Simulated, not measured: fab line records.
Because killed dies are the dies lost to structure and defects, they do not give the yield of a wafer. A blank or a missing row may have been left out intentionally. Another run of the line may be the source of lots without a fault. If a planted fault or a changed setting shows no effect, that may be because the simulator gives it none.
fab line records -- flow gf180mcu
record lots=5, wafers=23
route steps=602 shown V3@445 M4@468 V4@476 MIM@503 M5@536 V5@561
start_h: start of the lot's first displayed wafer, in hours after the record's first day -- wait_h: hours since the lot's step before -- " the same as in the row above -- L1.1+2: several wafers, shown together as one row -- - no value, or no start was given -- * or withheld: withheld -- < > ~ a bound
route shown NAME@n: a module of which the file shows steps, and the number in the route of the first -- usual: the fault-free wafers' mean and standard deviation -- same: alike in all rows -- chamber/n: place in a boat -- sites: each site's reading -- _std_site: their standard deviation -- _edge_site: mean of outer sites minus mean of inner sites -- radius_mm: for every site, how far away it sits from the centre of the wafer -- mask NAME#n: copy n -- behind: the most recent tool/chamber to have shaped the wafer -- hold: what put the lot on hold/how long, in hours/how the hold closed -- device: the transistor (n, p or np) that didn't switch -- end of line: the tests these same wafers got at the end of their route -- for a step that has no rows: nothing shown but its recipe -- killed: count of dies lost to structure and defects at first sort (not the wafer's yield) -- map: dies across one wafer; x = killed, . = not, _ = none there
set.NAME: the run value of the setting; set.NAME@STEP: its run value at that earlier step -- model.NAME: the simulator's own value behind a step, which no gauge read
lots whose settings were changed on purpose; a table a step, a row a wafer
## steps
# step GF_V3_ETCH_16
# recipe chemistry=N2/H2, target_depth_a=withheld, overetch_a=withheld, time_s=withheld, target=BARC, ion_energy_ev=200, source_w=500, bias_w=100, pressure_mtorr=30, n2_flow_sccm=100, h2_flow_sccm=200
lot.wafer,tool,chamber,start_h,wait_h,set.bias_w,set.peb_temp_c@V3_PEB_12,model.V3.cd_nm
L074.1,rie_diel-01,1,503.27,0.0,100,135,259.7
L074.2,rie_diel-01,3,503.27,0.0,109.7,135,259.3
L074.3,rie_diel-01,2,503.27,0.0,109.7,131.4,248.5
L074.4,rie_diel-01,0,503.27,0.0,100,131.4,248.3
L074.5,rie_diel-01,1,503.27,0.0,100,131.4,249.3
L078.1,rie_diel-02,1,541.28,0.0,104.8,135,258.2
L078.3,rie_diel-02,2,541.28,0.0,100,135,258.8
L078.4,rie_diel-02,0,541.28,0.0,104.8,135,256.5
L078.5,rie_diel-02,2,541.28,0.0,100,135,257.9
L078.6,rie_diel-02,3,541.28,0.0,104.8,135,257.6
L082.1,rie_diel-02,2,574.52,0.0,100,138.5,267.5
L082.3,rie_diel-02,1,574.52,0.0,100,138.5,266.5
L082.4,rie_diel-02,3,574.52,0.0,100,138.5,267.4
L082.5,rie_diel-02,3,574.52,0.0,100,135,259.2
L082.6,rie_diel-02,0,574.52,0.0,100,135,258.5
L084.1,rie_diel-02,2,602.58,0.0,88.59,135,261.2
L084.3,rie_diel-02,3,602.58,0.0,88.59,135,261.5
L084.4,rie_diel-02,1,602.58,0.0,100,135,261.2
L084.5,rie_diel-02,0,602.58,0.0,100,135,261.7
L084.6,rie_diel-02,1,602.58,0.0,100,135,261.9
L085.3,rie_diel-01,0,603.83,0.0,100,135,259.4
L085.5,rie_diel-01,1,603.83,0.0,100,135,259.8
L085.6,rie_diel-01,2,603.83,0.0,100,135,261.5
# step GF_V3_ETCH_17
# recipe chemistry=C4F8/O2/Ar, mask_material=KrF, target=SiO2, stop_on=TiN, source_w=1500, bias_w=1200, pressure_mtorr=40, c4f8_flow_sccm=withheld, O2_flow_sccm=6, Ar_flow_sccm=300, time_s=withheld, target_depth_a=6350
# usual oes_product_au=0.854/0.0048
lot.wafer,tool,chamber,start_h,wait_h,set.leave_above_ref_nm@V3_CMP_04,oes_product_au,model.V3.feature_depth_nm
L074.1,rie_diel-01,1,-,-,632.5,0.846,632.7
L074.2,rie_diel-01,3,-,-,632.5,0.852,631.8
L074.3,rie_diel-01,2,-,-,632.5,0.847,631.6
L074.4,rie_diel-01,0,-,-,632.5,0.862,632.8
L074.5,rie_diel-01,1,-,-,632.5,0.859,632.5
L078.1,rie_diel-02,1,-,-,655.7,0.872,655.4
L078.3,rie_diel-02,2,-,-,632.5,0.858,632.3
L078.4,rie_diel-02,0,-,-,632.5,0.859,632.4
L078.5,rie_diel-02,2,-,-,655.7,0.863,655.1
L078.6,rie_diel-02,3,-,-,655.7,0.878,654.7
L082.1,rie_diel-02,2,-,-,601.2,0.834,601.1
L082.3,rie_diel-02,1,-,-,601.2,0.833,602.6
L082.4,rie_diel-02,3,-,-,632.5,0.857,633.4
L082.5,rie_diel-02,3,-,-,632.5,0.856,633.1
L082.6,rie_diel-02,0,-,-,601.2,0.832,602.1
L084.1,rie_diel-02,2,-,-,670.5,0.887,670.4
L084.3,rie_diel-02,3,-,-,632.5,0.860,631.3
L084.4,rie_diel-02,1,-,-,632.5,0.849,631.1
L084.5,rie_diel-02,0,-,-,632.5,0.848,631.8
L084.6,rie_diel-02,1,-,-,670.5,0.887,669.7
L085.3,rie_diel-01,0,-,-,632.5,0.858,631.1
L085.5,rie_diel-01,1,-,-,632.5,0.855,631.8
L085.6,rie_diel-01,2,-,-,632.5,0.856,632.5
# step GF_M4_PEB_12
# recipe peb_temp_c=135, peb_time_s=90, resist=KrF
lot.wafer,tool,chamber,start_h,wait_h,set.peb_temp_c
L074.1+2+5,litho_track-02,0,-,-,137.9
L074.3+4,litho_track-02,0,-,-,135
L078.1+4+5,litho_track-02,0,-,-,133.7
L078.3+6,litho_track-02,0,-,-,135
L082.1+3+4+5+6,litho_track-02,0,-,-,135
L084.1+4+5,litho_track-03,0,-,-,135
L084.3+6,litho_track-03,0,-,-,131.6
L085.3+5+6,litho_track-02,0,-,-,135
# step GF_M4_DEVELOP_13
# recipe develop_time_s=60, dev_temp_c=21
# step GF_M4_CD_MEAS_14
# recipe target_cd_nm=280
# usual cd_nm=280.3/1
lot.wafer,tool,chamber,start_h,wait_h,set.peb_temp_c@M4_PEB_12,cd_nm
L074.1,cd_sem-02,-,527.72,0.1,137.9,273.9
L074.2,cd_sem-02,-,527.72,0.1,137.9,273.9
L074.3,cd_sem-02,-,527.72,0.1,135,280.9
L074.4,cd_sem-02,-,527.72,0.1,135,280.3
L074.5,cd_sem-02,-,527.72,0.1,137.9,273.1
L078.1,cd_sem-02,-,565.32,0.1,133.7,285.2
L078.3,cd_sem-02,-,565.32,0.1,135,280.3
L078.4,cd_sem-02,-,565.32,0.1,133.7,285.1
L078.5,cd_sem-02,-,565.32,0.1,133.7,284.4
L078.6,cd_sem-02,-,565.32,0.1,135,279.0
L082.1,cd_sem-02,-,597.42,0.1,135,279.3
L082.3,cd_sem-02,-,597.42,0.1,135,279.4
L082.4,cd_sem-02,-,597.42,0.1,135,278.1
L082.5,cd_sem-02,-,597.42,0.1,135,279.4
L082.6,cd_sem-02,-,597.42,0.1,135,279.1
L084.1,cd_sem-02,-,624.71,0.1,135,278.7
L084.3,cd_sem-02,-,624.71,0.1,131.6,290.7
L084.4,cd_sem-02,-,624.71,0.1,135,278.8
L084.5,cd_sem-02,-,624.71,0.1,135,279.5
L084.6,cd_sem-02,-,624.71,0.1,131.6,288.4
L085.3,cd_sem-01,-,625.81,0.1,135,281.2
L085.5,cd_sem-01,-,625.81,0.1,135,280.1
L085.6,cd_sem-01,-,625.81,0.1,135,281.6
# step GF_M4_METAL_ETCH_16
# recipe chemistry=Cl2/BCl3, mask_material=KrF, target_depth_nm=627.5, stop_on=SiO2, pressure_mtorr=8, icp_w=800, bias_w=140, Cl2_flow_sccm=80, bcl3_flow_sccm=40, time_s=104.6
lot.wafer,tool,chamber,start_h,wait_h,set.peb_temp_c@M4_PEB_12,model.M4.cd_nm
L074.1,rie_metal-04,0,527.88,0.0,137.9,271.1
L074.2,rie_metal-04,1,527.88,0.0,137.9,275.7
L074.3,rie_metal-04,1,527.88,0.0,135,281.6
L074.4,rie_metal-04,0,527.88,0.0,135,280
L074.5,rie_metal-04,0,527.88,0.0,137.9,272.4
L078.1,rie_metal-04,1,565.48,0.0,133.7,285.5
L078.3,rie_metal-04,0,565.48,0.0,135,277.9
L078.4,rie_metal-04,1,565.48,0.0,133.7,286.9
L078.5,rie_metal-04,0,565.48,0.0,133.7,283
L078.6,rie_metal-04,1,565.48,0.0,135,278.3
L082.1,rie_metal-04,0,597.58,0.0,135,277.5
L082.3,rie_metal-04,1,597.58,0.0,135,281.7
L082.4,rie_metal-04,0,597.58,0.0,135,280
L082.5,rie_metal-04,0,597.58,0.0,135,277.8
L082.6,rie_metal-04,1,597.58,0.0,135,281.2
L084.1,rie_metal-02,1,624.86,0.0,135,281.2
L084.3,rie_metal-02,0,624.86,0.0,131.6,291
L084.4,rie_metal-02,1,624.86,0.0,135,275.7
L084.5,rie_metal-02,1,624.86,0.0,135,276.6
L084.6,rie_metal-02,0,624.86,0.0,131.6,286.7
L085.3,rie_metal-04,0,625.97,0.1,135,277.6
L085.5,rie_metal-04,0,625.97,0.1,135,274.1
L085.6,rie_metal-04,1,625.97,0.1,135,278.4
# step GF_V4_CVD_00
# recipe material=SiO2, target_thk_nm=600, sigma_open_frac=0.3, temp_c=400, time_s=100, sih4_flow_sccm=60, pressure_mtorr=6
lot.wafer,tool,chamber,start_h,wait_h,set.sih4_flow_sccm,model.SiO2_of_V4_CVD_00.thk_nm
L074.1,hdpcvd-02,1,528.53,0.0,60,594.7
L074.2,hdpcvd-02,2,528.53,0.0,60,591
L074.3,hdpcvd-02,2,528.53,0.0,60,595.3
L074.4,hdpcvd-02,1,528.53,0.0,60,587.9
L074.5,hdpcvd-02,1,528.53,0.0,60,591.3
L078.1,hdpcvd-02,0,566.25,0.0,68.84,695.3
L078.3,hdpcvd-02,1,566.25,0.0,60,602.6
L078.4,hdpcvd-02,2,566.25,0.0,68.84,691.1
L078.5,hdpcvd-02,0,566.25,0.0,60,601.1
L078.6,hdpcvd-02,1,566.25,0.0,60,603
L082.1,hdpcvd-02,1,598.26,0.0,60,609.7
L082.3,hdpcvd-02,0,598.26,0.0,60,597
L082.4,hdpcvd-02,2,598.26,0.0,60,601.1
L082.5,hdpcvd-02,0,598.26,0.0,60,598.9
L082.6,hdpcvd-02,1,598.26,0.0,60,601.2
L084.1,hdpcvd-02,1,625.51,0.0,60,599.3
L084.3,hdpcvd-02,2,625.51,0.0,60,591.2
L084.4,hdpcvd-02,1,625.51,0.0,60,596.6
L084.5,hdpcvd-02,2,625.51,0.0,63.8,640.7
L084.6,hdpcvd-02,0,625.51,0.0,63.8,631.1
L085.3,hdpcvd-02,1,626.57,0.0,60,595.2
L085.5,hdpcvd-02,0,626.57,0.0,60,591.7
L085.6,hdpcvd-02,1,626.57,0.0,60,601.3
# step GF_V4_THK_MEAS_01
# recipe reads=SiO2_of_V4_CVD_00
# usual V4_CVD_00_THK=599/5
lot.wafer,tool,chamber,start_h,wait_h,set.sih4_flow_sccm@V4_CVD_00,V4_CVD_00_THK[nm]
L074.1,film_metro-01,-,528.63,0.1,60,594
L074.2,film_metro-01,-,528.63,0.1,60,591
L074.3,film_metro-01,-,528.63,0.1,60,595
L074.4,film_metro-01,-,528.63,0.1,60,588
L074.5,film_metro-01,-,528.63,0.1,60,592
L078.1,film_metro-02,-,566.32,0.0,68.84,696
L078.3,film_metro-02,-,566.32,0.0,60,602
L078.4,film_metro-02,-,566.32,0.0,68.84,691
L078.5,film_metro-02,-,566.32,0.0,60,601
L078.6,film_metro-02,-,566.32,0.0,60,603
L082.1,film_metro-01,-,598.33,0.0,60,610
L082.3,film_metro-01,-,598.33,0.0,60,597
L082.4,film_metro-01,-,598.33,0.0,60,602
L082.5,film_metro-01,-,598.33,0.0,60,599
L082.6,film_metro-01,-,598.33,0.0,60,602
L084.1,film_metro-03,-,625.58,0.0,60,599
L084.3,film_metro-03,-,625.58,0.0,60,591
L084.4,film_metro-03,-,625.58,0.0,60,597
L084.5,film_metro-03,-,625.58,0.0,63.8,641
L084.6,film_metro-03,-,625.58,0.0,63.8,631
L085.3,film_metro-01,-,626.67,0.1,60,595
L085.5,film_metro-01,-,626.67,0.1,60,592
L085.6,film_metro-01,-,626.67,0.1,60,601
# step GF_V4_CMP_04
# recipe material=SiO2, down_force_psi=4, platen_rpm=60, pad_velocity_m_s=0.94248
lot.wafer,tool,chamber,start_h,wait_h,set.leave_above_ref_nm,model.SiO2_of_V4_CVD_02.thk_nm
L074.3,cmp-02,2,528.82,0.0,672.2,673.9
L074.2,cmp-02,3,528.82,0.0,632.5,633.2
L074.4,cmp-02,0,528.82,0.0,632.5,632.9
L074.1,cmp-02,1,528.82,0.0,632.5,633.4
L074.5,cmp-02,3,528.82,0.0,672.2,673.5
L078.3,cmp-01,2,566.51,0.0,663,662.3
L078.4,cmp-01,3,566.51,0.0,632.5,632.1
L078.1,cmp-01,0,566.51,0.0,663,662.6
L078.6,cmp-01,2,566.51,0.0,663,662.7
L078.5,cmp-01,3,566.51,0.0,632.5,633
L082.4,cmp-01,1,598.52,0.0,632.5,631.9
L082.3,cmp-01,3,598.52,0.0,632.5,632.7
L082.1,cmp-01,0,598.52,0.0,632.5,632.8
L082.5+6,cmp-01,"1,2",598.52,0.0,632.5,633.6
L084.3,cmp-01,1,625.82,0.1,656.7,655.9
L084.1,cmp-01,2,625.82,0.1,632.5,633.5
L084.4,cmp-01,3,625.82,0.1,632.5,633.2
L084.5,cmp-01,0,625.82,0.1,656.7,657.1
L084.6,cmp-01,1,625.82,0.1,632.5,632.3
L085.3,cmp-02,3,626.99,0.2,632.5,630.7
L085.5,cmp-02,0,626.99,0.2,632.5,631.1
L085.6,cmp-02,1,626.99,0.2,632.5,632.3
# step GF_V4_EXPOSE_11
# recipe mask_id=Via4, target_cd_nm=260, na=0.68, source_shape=conventional, sigma_outer=0.6, dose_mj=38
lot.wafer,tool,chamber,start_h,wait_h,mask,set.dose_mj
L074.1+2+3+4+5,krf_scanner-02,0,-,-,Via4#0,38
L078.1+3+4+5+6,krf_scanner-02,0,-,-,Via4#0,38
L082.1+4+5,krf_scanner-01,0,-,-,Via4#0,38
L082.3+6,krf_scanner-01,0,-,-,Via4#0,36.7
L084.1+3+4+5+6,krf_scanner-02,0,-,-,Via4#0,38
L085.3+5+6,krf_scanner-02,0,-,-,Via4#0,38
# step GF_V4_PEB_12
# recipe peb_temp_c=135, peb_time_s=90, resist=KrF
# step GF_V4_DEVELOP_13
# recipe develop_time_s=58.91, resist=KrF, dev_temp_c=21
# step GF_V4_ETCH_16
# recipe chemistry=N2/H2, target_depth_a=withheld, overetch_a=withheld, time_s=withheld, target=BARC, ion_energy_ev=200, source_w=500, bias_w=100, pressure_mtorr=30, n2_flow_sccm=100, h2_flow_sccm=200
# step GF_V4_ETCH_17
# recipe chemistry=C4F8/O2/Ar, mask_material=KrF, target=SiO2, stop_on=TiN, source_w=1500, bias_w=1200, pressure_mtorr=40, c4f8_flow_sccm=withheld, O2_flow_sccm=6, Ar_flow_sccm=300, time_s=withheld, target_depth_a=6300
# usual oes_product_au=0.855/0.0041
lot.wafer,tool,chamber,start_h,wait_h,set.leave_above_ref_nm@V4_CMP_04,oes_product_au,model.V4.feature_depth_nm
L074.1,rie_diel-04,2,-,-,632.5,0.864,633.4
L074.2,rie_diel-04,0,-,-,632.5,0.862,633.2
L074.3,rie_diel-04,1,-,-,672.2,0.889,673.9
L074.4,rie_diel-04,2,-,-,632.5,0.857,632.9
L074.5,rie_diel-04,1,-,-,672.2,0.879,673.5
L078.1,rie_diel-03,0,-,-,663,0.876,662.6
L078.3,rie_diel-03,2,-,-,663,0.875,662.3
L078.4,rie_diel-03,1,-,-,632.5,0.857,632.1
L078.5,rie_diel-03,0,-,-,632.5,0.849,633
L078.6,rie_diel-03,3,-,-,663,0.872,662.7
L082.1,rie_diel-01,3,-,-,632.5,0.858,632.8
L082.3,rie_diel-01,1,-,-,632.5,0.856,632.7
L082.4,rie_diel-01,0,-,-,632.5,0.860,631.9
L082.5,rie_diel-01,1,-,-,632.5,0.857,633.6
L082.6,rie_diel-01,2,-,-,632.5,0.857,633.6
L084.1,rie_diel-01,0,-,-,632.5,0.856,633.5
L084.3,rie_diel-01,1,-,-,656.7,0.874,655.9
L084.4,rie_diel-01,2,-,-,632.5,0.853,633.2
L084.5,rie_diel-01,0,-,-,656.7,0.877,657.1
L084.6,rie_diel-01,3,-,-,632.5,0.856,632.3
L085.3,rie_diel-03,0,-,-,632.5,0.854,630.7
L085.5,rie_diel-03,2,-,-,632.5,0.855,631.1
L085.6,rie_diel-03,3,-,-,632.5,0.859,632.3
# step GF_MIM_SPUTTER_00
# recipe material=Ti, target_thk_nm=37.5, arriving_ion_energy_ev=80, substrate_temp_c=200, chamber_pressure_pa=2, power_w=4000, time_s=150
lot.wafer,tool,chamber,start_h,wait_h,set.time_s,model.Ti_of_MIM_SPUTTER_00.thk_nm
L074.1,pvd_sputter-04,-,553.04,0.1,150,37.73
L074.2,pvd_sputter-04,-,553.04,0.1,162.4,41.38
L074.3,pvd_sputter-04,-,553.04,0.1,150,38.03
L074.4,pvd_sputter-04,-,553.04,0.1,162.4,40.86
L074.5,pvd_sputter-04,-,553.04,0.1,162.4,41.11
L078.1,pvd_sputter-03,-,589.93,0.2,166.3,41.42
L078.3,pvd_sputter-03,-,589.93,0.2,166.3,41.23
L078.4,pvd_sputter-03,-,589.93,0.2,150,37.15
L078.5,pvd_sputter-03,-,589.93,0.2,166.3,41.32
L078.6,pvd_sputter-03,-,589.93,0.2,150,37.09
L082.1,pvd_sputter-01,-,620.92,0.2,150,37.9
L082.3,pvd_sputter-01,-,620.92,0.2,129.1,32.83
L082.4,pvd_sputter-01,-,620.92,0.2,129.1,32.68
L082.5,pvd_sputter-01,-,620.92,0.2,150,37.84
L082.6,pvd_sputter-01,-,620.92,0.2,129.1,32.41
L084.1,pvd_sputter-03,-,647.24,0.2,150,37.13
L084.3,pvd_sputter-03,-,647.24,0.2,150,37.75
L084.4+6,pvd_sputter-03,-,647.24,0.2,150,37.35
L084.5,pvd_sputter-03,-,647.24,0.2,150,37.33
L085.3,pvd_sputter-01,-,648.57,0.1,150,37.34
L085.5,pvd_sputter-01,-,648.57,0.1,150,37.13
L085.6,pvd_sputter-01,-,648.57,0.1,150,37.47
# step GF_MIM_SPUTTER_08
# recipe material=AlCu, target_thk_nm=200, power_w=10600, time_s=10.6, chamber_pressure_pa=0.4
lot.wafer,tool,chamber,start_h,wait_h,set.chamber_pressure_pa,model.AlCu_of_MIM_SPUTTER_08.thk_nm
L074.1,pvd_sputter-03,-,553.40,0.0,0.455,193.2
L074.2,pvd_sputter-03,-,553.40,0.0,0.455,192.7
L074.3,pvd_sputter-03,-,553.40,0.0,0.455,194.7
L074.4,pvd_sputter-03,-,553.40,0.0,0.455,195.9
L074.5,pvd_sputter-03,-,553.40,0.0,0.455,194.4
L078.1,pvd_sputter-04,-,590.29,0.0,0.355,206.6
L078.3,pvd_sputter-04,-,590.29,0.0,0.355,207.7
L078.4,pvd_sputter-04,-,590.29,0.0,0.355,205.7
L078.5,pvd_sputter-04,-,590.29,0.0,0.355,207.2
L078.6,pvd_sputter-04,-,590.29,0.0,0.355,205.5
L082.1,pvd_sputter-04,-,621.28,0.0,0.362,204.9
L082.3,pvd_sputter-04,-,621.28,0.0,0.362,206.6
L082.4,pvd_sputter-04,-,621.28,0.0,0.362,204.6
L082.5,pvd_sputter-04,-,621.28,0.0,0.362,206.4
L082.6,pvd_sputter-04,-,621.28,0.0,0.362,206.8
L084.1,pvd_sputter-01,-,647.60,0.0,0.357,203.7
L084.3,pvd_sputter-01,-,647.60,0.0,0.357,202.6
L084.4,pvd_sputter-01,-,647.60,0.0,0.357,202.2
L084.5,pvd_sputter-01,-,647.60,0.0,0.357,204.3
L084.6,pvd_sputter-01,-,647.60,0.0,0.357,201.9
L085.3,pvd_sputter-03,-,648.93,0.0,0.4,195.9
L085.5,pvd_sputter-03,-,648.93,0.0,0.4,194.9
L085.6,pvd_sputter-03,-,648.93,0.0,0.4,196.5
# step GF_MIM_DEVELOP_18
# recipe develop_time_s=60, dev_temp_c=23
lot.wafer,tool,chamber,start_h,wait_h,set.develop_time_s
L074.1+2+3,litho_track-02,0,574.87,0.1,62.98
L074.4+5,litho_track-02,0,574.87,0.1,60
L078.1+4+6,litho_track-01,0,611.37,0.1,52.01
L078.3+5,litho_track-01,0,611.37,0.1,60
L082.1+3+5,litho_track-02,0,641.67,0.1,60
L082.4+6,litho_track-02,0,641.67,0.1,67.36
L084.1+3+4+5+6,litho_track-02,0,666.82,0.1,60
L085.3+5+6,litho_track-01,0,667.42,0.1,60
# step GF_MIM_METAL_ETCH_19
# recipe chemistry=Cl2/BCl3, mask_material=NOVOLAK, stop_on=Si3N4, target_depth_nm=324.5, pressure_mtorr=8, icp_w=800, bias_w=140, Cl2_flow_sccm=80, bcl3_flow_sccm=40, time_s=54.1
lot.wafer,tool,chamber,start_h,wait_h,set.develop_time_s@MIM_DEVELOP_18,model.MIM.cd_nm
L074.1+3,rie_metal-02,1,575.02,0.1,62.98,1996
L074.2,rie_metal-02,1,575.02,0.1,62.98,1992
L074.4+5,rie_metal-02,1,575.02,0.1,60,1999
L078.1+6,rie_metal-01,1,611.52,0.1,52.01,2014
L078.3+5,rie_metal-01,"1,0",611.52,0.1,60,2000
L078.4,rie_metal-01,0,611.52,0.1,52.01,2016
L082.1+5,rie_metal-02,1,641.82,0.1,60,2002
L082.3,rie_metal-02,0,641.82,0.1,60,1999
L082.4,rie_metal-02,1,641.82,0.1,67.36,1992
L082.6,rie_metal-02,0,641.82,0.1,67.36,1988
L084.1,rie_metal-04,0,666.97,0.1,60,2000
L084.3+4+5,rie_metal-04,0,666.97,0.1,60,2001
L084.6,rie_metal-04,0,666.97,0.1,60,2002
L085.3+5,rie_metal-02,1,667.55,0.1,60,2001
L085.6,rie_metal-02,0,667.55,0.1,60,2000
# step GF_M5_METAL_ETCH_10
# recipe chemistry=Cl2/BCl3, mask_material=KrF, target_depth_nm=627.5, stop_on=SiO2, pressure_mtorr=8, icp_w=800, bias_w=140, Cl2_flow_sccm=80, bcl3_flow_sccm=40, time_s=104.6
# usual oes_product_au=0.972/0.0065
lot.wafer,tool,chamber,start_h,wait_h,set.time_s,oes_product_au
L074.1,rie_metal-03,0,596.84,0.0,104.6,0.970
L074.2,rie_metal-03,1,596.84,0.0,92.08,1.011
L074.3,rie_metal-03,0,596.84,0.0,92.08,1.003
L074.4,rie_metal-03,1,596.84,0.0,104.6,0.967
L074.5,rie_metal-03,1,596.84,0.0,104.6,0.974
L078.1,rie_metal-03,1,632.48,0.0,114.7,0.967
L078.3,rie_metal-03,1,632.48,0.0,104.6,0.979
L078.4,rie_metal-03,0,632.48,0.0,114.7,0.956
L078.5,rie_metal-03,1,632.48,0.0,104.6,0.981
L078.6,rie_metal-03,0,632.48,0.0,104.6,0.968
L082.1,rie_metal-03,0,662.35,0.0,104.6,0.970
L082.3,rie_metal-03,0,662.35,0.0,104.6,0.975
L082.4,rie_metal-03,1,662.35,0.0,104.6,0.975
L082.5,rie_metal-03,0,662.35,0.0,104.6,0.975
L082.6,rie_metal-03,1,662.35,0.0,104.6,0.972
L084.1,rie_metal-03,0,686.45,0.0,104.6,0.963
L084.3,rie_metal-03,0,686.45,0.0,104.6,0.969
L084.4,rie_metal-03,1,686.45,0.0,109.9,0.964
L084.5,rie_metal-03,1,686.45,0.0,109.9,0.956
L084.6,rie_metal-03,0,686.45,0.0,109.9,0.965
L085.3,rie_metal-02,0,687.09,0.0,104.6,0.975
L085.5,rie_metal-02,1,687.09,0.0,104.6,0.967
L085.6,rie_metal-02,0,687.09,0.0,104.6,0.967
# step GF_M5_STRIP_11
# recipe chemistry=O2/N2, power_w=1400, pressure_mtorr=1500, platen_temp_c=250, o2_flow_sccm=3000, n2_flow_sccm=300, overash_fraction=0.5
# usual strip_time_to_endpoint_s=7.53/0.039
lot.wafer,tool,chamber,start_h,wait_h,set.time_s@M5_METAL_ETCH_10,strip_time_to_endpoint_s
L074.1,plasma_asher-01,0,596.95,0.1,104.6,7.44
L074.2,plasma_asher-01,1,596.95,0.1,92.08,7.77
L074.3,plasma_asher-01,1,596.95,0.1,92.08,7.74
L074.4,plasma_asher-01,0,596.95,0.1,104.6,7.39
L074.5,plasma_asher-01,0,596.95,0.1,104.6,7.46
L078.1,plasma_asher-04,0,632.59,0.1,114.7,7.30
L078.3,plasma_asher-04,1,632.59,0.1,104.6,7.60
L078.4,plasma_asher-04,0,632.59,0.1,114.7,7.27
L078.5,plasma_asher-04,0,632.59,0.1,104.6,7.55
L078.6,plasma_asher-04,1,632.59,0.1,104.6,7.59
L082.1,plasma_asher-01,1,662.47,0.1,104.6,7.50
L082.3,plasma_asher-01,1,662.47,0.1,104.6,7.51
L082.4,plasma_asher-01,0,662.47,0.1,104.6,7.53
L082.5,plasma_asher-01,1,662.47,0.1,104.6,7.48
L082.6,plasma_asher-01,0,662.47,0.1,104.6,7.53
L084.1,plasma_asher-04,1,686.56,0.1,104.6,7.53
L084.3,plasma_asher-04,0,686.56,0.1,104.6,7.56
L084.4,plasma_asher-04,1,686.56,0.1,109.9,7.47
L084.5,plasma_asher-04,1,686.56,0.1,109.9,7.37
L084.6,plasma_asher-04,0,686.56,0.1,109.9,7.45
L085.3,plasma_asher-01,1,687.20,0.1,104.6,7.51
L085.5,plasma_asher-01,0,687.20,0.1,104.6,7.47
L085.6,plasma_asher-01,1,687.20,0.1,104.6,7.54
# step GF_V5_SPUTTER_21
# recipe material=Ti, target_thk_nm=15, chamber_pressure_pa=5, power_w=2500, substrate_temp_c=200, time_s=80.02
lot.wafer,tool,chamber,start_h,wait_h,set.time_s,model.Ti_of_V5_SPUTTER_21.thk_nm
L074.1,pvd_sputter-03,-,619.75,0.0,80.02,15.09
L074.2,pvd_sputter-03,-,619.75,0.0,90.94,17.09
L074.3,pvd_sputter-03,-,619.75,0.0,80.02,15.02
L074.4,pvd_sputter-03,-,619.75,0.0,90.94,16.95
L074.5,pvd_sputter-03,-,619.75,0.0,80.02,15.12
L078.1,pvd_sputter-03,-,654.17,0.0,90.43,16.94
L078.3,pvd_sputter-03,-,654.17,0.0,90.43,16.9
L078.4,pvd_sputter-03,-,654.17,0.0,80.02,15.12
L078.5,pvd_sputter-03,-,654.17,0.0,80.02,15.08
L078.6,pvd_sputter-03,-,654.17,0.0,80.02,14.83
L082.1,pvd_sputter-02,-,683.21,0.0,80.02,14.6
L082.3,pvd_sputter-02,-,683.21,0.0,80.02,14.78
L082.4,pvd_sputter-02,-,683.21,0.0,80.02,14.73
L082.5,pvd_sputter-02,-,683.21,0.0,80.02,14.77
L082.6,pvd_sputter-02,-,683.21,0.0,80.02,14.79
L084.1+5,pvd_sputter-02,-,706.70,0.0,80.02,15.03
L084.3,pvd_sputter-02,-,706.70,0.0,89.13,17.03
L084.4,pvd_sputter-02,-,706.70,0.0,80.02,15.08
L084.6,pvd_sputter-02,-,706.70,0.0,89.13,16.81
L085.3,pvd_sputter-02,-,707.95,0.0,80.02,14.69
L085.5,pvd_sputter-02,-,707.95,0.0,80.02,14.91
L085.6,pvd_sputter-02,-,707.95,0.0,80.02,14.93
## key
split step=GF_V3_ETCH_16, setting=bias_w, stated=100, by=wafer
response none clear
split step=GF_M4_PEB_12, setting=peb_temp_c, stated=135, by=wafer
response step=GF_M4_CD_MEAS_14, reading=cd_nm, change=-3.91, per=1%, r=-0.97
response step=GF_M4_METAL_ETCH_16, reading=model.M4.cd_nm, change=-4.3, per=1%, r=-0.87
split step=GF_V4_CVD_00, setting=sih4_flow_sccm, stated=60, by=wafer
response step=GF_V4_CVD_00, reading=model.SiO2_of_V4_CVD_00.thk_nm, change=+6.2, per=1%, r=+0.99
response step=GF_V4_THK_MEAS_01, reading=V4_CVD_00_THK, change=+6.23, per=1%, r=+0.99
split step=GF_V4_CMP_04, setting=leave_above_ref_nm, stated=632.5, by=wafer
response step=GF_V4_CMP_04, reading=model.SiO2_of_V4_CVD_02.thk_nm, change=+6.33, per=1%, r=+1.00
response step=GF_V4_ETCH_17, reading=oes_product_au, change=+0.00423, per=1%, r=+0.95
response step=GF_V4_ETCH_17, reading=model.V4.feature_depth_nm, change=+6.33, per=1%, r=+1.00
split step=GF_V4_EXPOSE_11, setting=dose_mj, stated=38, by=wafer
response none clear
split step=GF_MIM_SPUTTER_00, setting=time_s, stated=150, by=wafer
response step=GF_MIM_SPUTTER_00, reading=model.Ti_of_MIM_SPUTTER_00.thk_nm, change=+0.382, per=1%, r=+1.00
split step=GF_MIM_SPUTTER_08, setting=chamber_pressure_pa, stated=0.4, by=lot
response step=GF_MIM_SPUTTER_08, reading=model.AlCu_of_MIM_SPUTTER_08.thk_nm, change=-0.472, per=1%, r=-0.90
split step=GF_MIM_DEVELOP_18, setting=develop_time_s, stated=60, by=wafer
response step=GF_MIM_METAL_ETCH_19, reading=model.MIM.cd_nm, change=-1.01, per=1%, r=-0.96
split step=GF_M5_METAL_ETCH_10, setting=time_s, stated=104.6, by=wafer
response step=GF_M5_METAL_ETCH_10, reading=oes_product_au, change=-0.0023, per=1%, r=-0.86
response step=GF_M5_STRIP_11, reading=strip_time_to_endpoint_s, change=*, per=1%, r=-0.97
split step=GF_V5_SPUTTER_21, setting=time_s, stated=80.02, by=wafer
response step=GF_V5_SPUTTER_21, reading=model.Ti_of_V5_SPUTTER_21.thk_nm, change=+0.15, per=1%, r=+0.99
split outside_this_file step=GF_V3_CMP_04 setting=leave_above_ref_nm
split outside_this_file step=GF_V3_PEB_12 setting=peb_temp_c
# split outside_this_file: this setting was split too, and the file shows its column; the key of that split is in another file
